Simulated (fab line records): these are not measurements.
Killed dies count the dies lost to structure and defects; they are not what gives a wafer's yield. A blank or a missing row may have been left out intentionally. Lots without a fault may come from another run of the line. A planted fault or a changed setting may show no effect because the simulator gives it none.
What tool caused it? :: flow gf180mcu :: 13 lots, 39 wafers sampled, at 3 steps of a route of 602

## WHAT EACH GAUGE READ, for each wafer
GF_M2_CD_MEAS_14: the cd target is 280 nm. Usual: cd nm at 279.8 nm, with a standard deviation of 1.1.
lot: L377
measured: day 19 03:53
on: cd sem-01
cd nm (nm): 280.0 280.1 280.5
flag: 

lot: L378
measured: day 19 09:18
on: cd sem-01
cd nm (nm): 278.5 278.8 278.1
flag: 

lot: L379
measured: day 20 02:40
on: cd sem-01
cd nm (nm): 278.4 279.3 278.6
flag: 

lot: L382
measured: day 20 23:57
on: cd sem-01
cd nm (nm): 281.5 280.0 279.6
flag: 

lot: L384
measured: day 22 00:59
on: cd sem-01
cd nm (nm): 281.3 281.6 280.8
flag: 

lot: L385
measured: day 22 06:11
on: cd sem-01
cd nm (nm): 279.5 278.8 279.2
flag: 

lot: L386
measured: day 22 09:28
on: cd sem-01
cd nm (nm): 278.9 279.3 278.6
flag: 

lot: L387
measured: day 23 03:02
on: cd sem-01
cd nm (nm): 278.2 277.7 278.5
flag: 

lot: L388
measured: day 23 08:09
on: cd sem-02
cd nm (nm): 281.1 280.4 281.3
flag: 

lot: L390
measured: day 24 03:19
on: cd sem-01
cd nm (nm): 278.9 278.5 279.0
flag: 

lot: L395
measured: day 25 22:46
on: cd sem-01
cd nm (nm): 280.3 279.0 279.5
flag: 

lot: L396
measured: day 26 03:34
on: cd sem-01
cd nm (nm): 279.2 278.2 280.0
flag: 

lot: L399
measured: day 26 21:54
on: cd sem-02
cd nm (nm): 280.4 280.1 280.1
flag: 

## WHICH TOOL RAN EACH LOT (tool, then ch and the chambers of the sampled wafers, then the start)
lot: L377
GF_VT_IMPLANT_STRIP_09: plasma asher-02 ch 0,1, day 5 15:21
GF_VT_IMPLANT_DEVELOP_28: litho track-03 ch 0, day 6 20:38

lot: L378
GF_VT_IMPLANT_STRIP_09: plasma asher-02 ch 0,1, day 5 20:41
GF_VT_IMPLANT_DEVELOP_28: litho track-04 ch 0, day 7 02:28

lot: L379
GF_VT_IMPLANT_STRIP_09: plasma asher-02 ch 0,1, day 6 04:54
GF_VT_IMPLANT_DEVELOP_28: litho track-04 ch 0, day 7 11:25

lot: L382
GF_VT_IMPLANT_STRIP_09: plasma asher-03 ch 0,1, day 6 20:39
GF_VT_IMPLANT_DEVELOP_28: litho track-03 ch 0, day 8 03:43

lot: L384
GF_VT_IMPLANT_STRIP_09: plasma asher-02 ch 0,1, day 7 08:50
GF_VT_IMPLANT_DEVELOP_28: litho track-04 ch 0, day 8 17:38

lot: L385
GF_VT_IMPLANT_STRIP_09: plasma asher-04 ch 0,1, day 7 16:23
GF_VT_IMPLANT_DEVELOP_28: litho track-04 ch 0, day 9 01:22

lot: L386
GF_VT_IMPLANT_STRIP_09: plasma asher-03 ch 0, day 7 21:23
GF_VT_IMPLANT_DEVELOP_28: litho track-02 ch 0, day 9 06:18

lot: L387
GF_VT_IMPLANT_STRIP_09: plasma asher-03 ch 0,1, day 8 07:03
GF_VT_IMPLANT_DEVELOP_28: litho track-02 ch 0, day 9 17:41

lot: L388
GF_VT_IMPLANT_STRIP_09: plasma asher-04 ch 1, day 8 10:05
GF_VT_IMPLANT_DEVELOP_28: litho track-02 ch 0, day 9 20:15

lot: L390
GF_VT_IMPLANT_STRIP_09: plasma asher-02 ch 0,1, day 8 21:40
GF_VT_IMPLANT_DEVELOP_28: litho track-02 ch 0, day 10 08:51

lot: L395
GF_VT_IMPLANT_STRIP_09: plasma asher-04 ch 0,1, day 10 08:50
GF_VT_IMPLANT_DEVELOP_28: litho track-03 ch 0, day 11 20:28

lot: L396
GF_VT_IMPLANT_STRIP_09: plasma asher-02 ch 0,1, day 10 14:02
GF_VT_IMPLANT_DEVELOP_28: litho track-02 ch 0, day 12 03:30

lot: L399
GF_VT_IMPLANT_STRIP_09: plasma asher-03 ch 0,1, day 11 07:38
GF_VT_IMPLANT_DEVELOP_28: litho track-02 ch 0, day 12 22:45
- GF_VT_IMPLANT_STRIP_09: strips in O2/N2.
- GF_VT_IMPLANT_DEVELOP_28: develop time 60 s.

## AS READ BY THE TOOLS THEMSELVES (means over the sampled wafers that have a number; for cases with no such wafer, the mark the record gives instead)
GF_VT_IMPLANT_STRIP_09. Usual: drypump motor current A 5.6 A, standard deviation 0.34; heater power w 340 W, standard deviation 21; oes product au 0.716 a.u., standard deviation 0.0043; platen temp c 249.98 C, standard deviation 0.18; strip time to endpoint s 12.62 s, standard deviation 0.037.
lot: L377
tool: plasma asher-02
drypump motor current A (A): 5.8
heater power w (W): 310
oes product au (a.u.): 0.713
platen temp c (C): 250.15
strip time to endpoint s (s): 12.66
flag: 

lot: L378
tool: plasma asher-02
drypump motor current A (A): 5.6
heater power w (W): 326
oes product au (a.u.): 0.716
platen temp c (C): 250.11
strip time to endpoint s (s): 12.60
flag: 

lot: L379
tool: plasma asher-02
drypump motor current A (A): 5.7
heater power w (W): 330
oes product au (a.u.): 0.717
platen temp c (C): 249.86
strip time to endpoint s (s): 12.57
flag: 

lot: L382
tool: plasma asher-03
drypump motor current A (A): 5.7
heater power w (W): 364
oes product au (a.u.): 0.713
platen temp c (C): 250.02
strip time to endpoint s (s): 12.57
flag: 

lot: L384
tool: plasma asher-02
drypump motor current A (A): 5.6
heater power w (W): 325
oes product au (a.u.): 0.716
platen temp c (C): 249.96
strip time to endpoint s (s): 12.63
flag: 

lot: L385
tool: plasma asher-04
drypump motor current A (A): 5.5
heater power w (W): 342
oes product au (a.u.): 0.710
platen temp c (C): 250.12
strip time to endpoint s (s): 12.62
flag: 

lot: L386
tool: plasma asher-03
drypump motor current A (A): 5.9
heater power w (W): 352
oes product au (a.u.): 0.716
platen temp c (C): 250.05
strip time to endpoint s (s): 12.61
flag: 

lot: L387
tool: plasma asher-03
drypump motor current A (A): 5.7
heater power w (W): 359
oes product au (a.u.): 0.717
platen temp c (C): 249.97
strip time to endpoint s (s): 12.63
flag: 

lot: L388
tool: plasma asher-04
drypump motor current A (A): 5.4
heater power w (W): 332
oes product au (a.u.): 0.716
platen temp c (C): 249.94
strip time to endpoint s (s): 12.64
flag: 

lot: L390
tool: plasma asher-02
drypump motor current A (A): 5.7
heater power w (W): 326
oes product au (a.u.): 0.716
platen temp c (C): 250.16
strip time to endpoint s (s): 12.63
flag: 

lot: L395
tool: plasma asher-04
drypump motor current A (A): 5.5
heater power w (W): 335
oes product au (a.u.): 0.719
platen temp c (C): 249.96
strip time to endpoint s (s): 12.67
flag: 

lot: L396
tool: plasma asher-02
drypump motor current A (A): 5.7
heater power w (W): 327
oes product au (a.u.): 0.718
platen temp c (C): 249.94
strip time to endpoint s (s): 12.66
flag: 

lot: L399
tool: plasma asher-03
drypump motor current A (A): 5.7
heater power w (W): 362
oes product au (a.u.): 0.716
platen temp c (C): 249.94
strip time to endpoint s (s): 12.67
flag: 

GF_VT_IMPLANT_DEVELOP_28. Usual: developer temp C at 23.00 C, with a standard deviation of 0.09.
lot: L377
tool: litho track-03
developer temp C (C): 22.98
flag: 

lot: L378
tool: litho track-04
developer temp C (C): 22.91
flag: 

lot: L379
tool: litho track-04
developer temp C (C): 23.00
flag: 

lot: L382
tool: litho track-03
developer temp C (C): 22.86
flag: 

lot: L384
tool: litho track-04
developer temp C (C): 23.01
flag: 

lot: L385
tool: litho track-04
developer temp C (C): 22.99
flag: 

lot: L386
tool: litho track-02
developer temp C (C): 23.06
flag: 

lot: L387
tool: litho track-02
developer temp C (C): 23.10
flag: 

lot: L388
tool: litho track-02
developer temp C (C): 22.96
flag: 

lot: L390
tool: litho track-02
developer temp C (C): 23.07
flag: 

lot: L395
tool: litho track-03
developer temp C (C): 23.01
flag: 

lot: L396
tool: litho track-02
developer temp C (C): 20.68
flag: OFF

lot: L399
tool: litho track-02
developer temp C (C): 20.75
flag: OFF

## THE ANSWER, worked out from the rows above alone
Rule: lot off if the mean of its wafers having a number is beyond 3 standard deviations from the usual mean. A lot without any number at a reading at which 4 lots or more have one is off too. All remaining lots with rows at the step are treated as sound. Order of review: gauges by route order, followed by the tools' own readings, for which a lot's mean as printed above is used. At the first step where some lot is off, the reading lying furthest off is the one used; lots without a number count as furthest.
Off: L396, L399, at GF_VT_IMPLANT_DEVELOP_28 (developer temp C).
If a tool, at that step or one of the process steps before it, ran each lot that is off and ran no sound lot following the first of them, it fits. One fits: litho track-02 at GF_VT_IMPLANT_DEVELOP_28. Its last sound lot is L390 (day 10 08:51), its first lot that is off L396 (day 12 03:30): a fault that began between those two fits.
On the lots that are off, the tool's own readings at GF_VT_IMPLANT_DEVELOP_28 differ by more than 5 times the standard deviation of the sound lots' means, which bears it out; developer temp C reads 20.71 C there versus 23.00 C on the sound lots.

## WHAT THE SIMULATOR PUT IN
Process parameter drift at GF_VT_IMPLANT_DEVELOP_28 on litho track-02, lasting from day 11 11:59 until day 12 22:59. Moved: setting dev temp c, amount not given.
Lots struck among those shown: L396, L399. The rule above found the same.
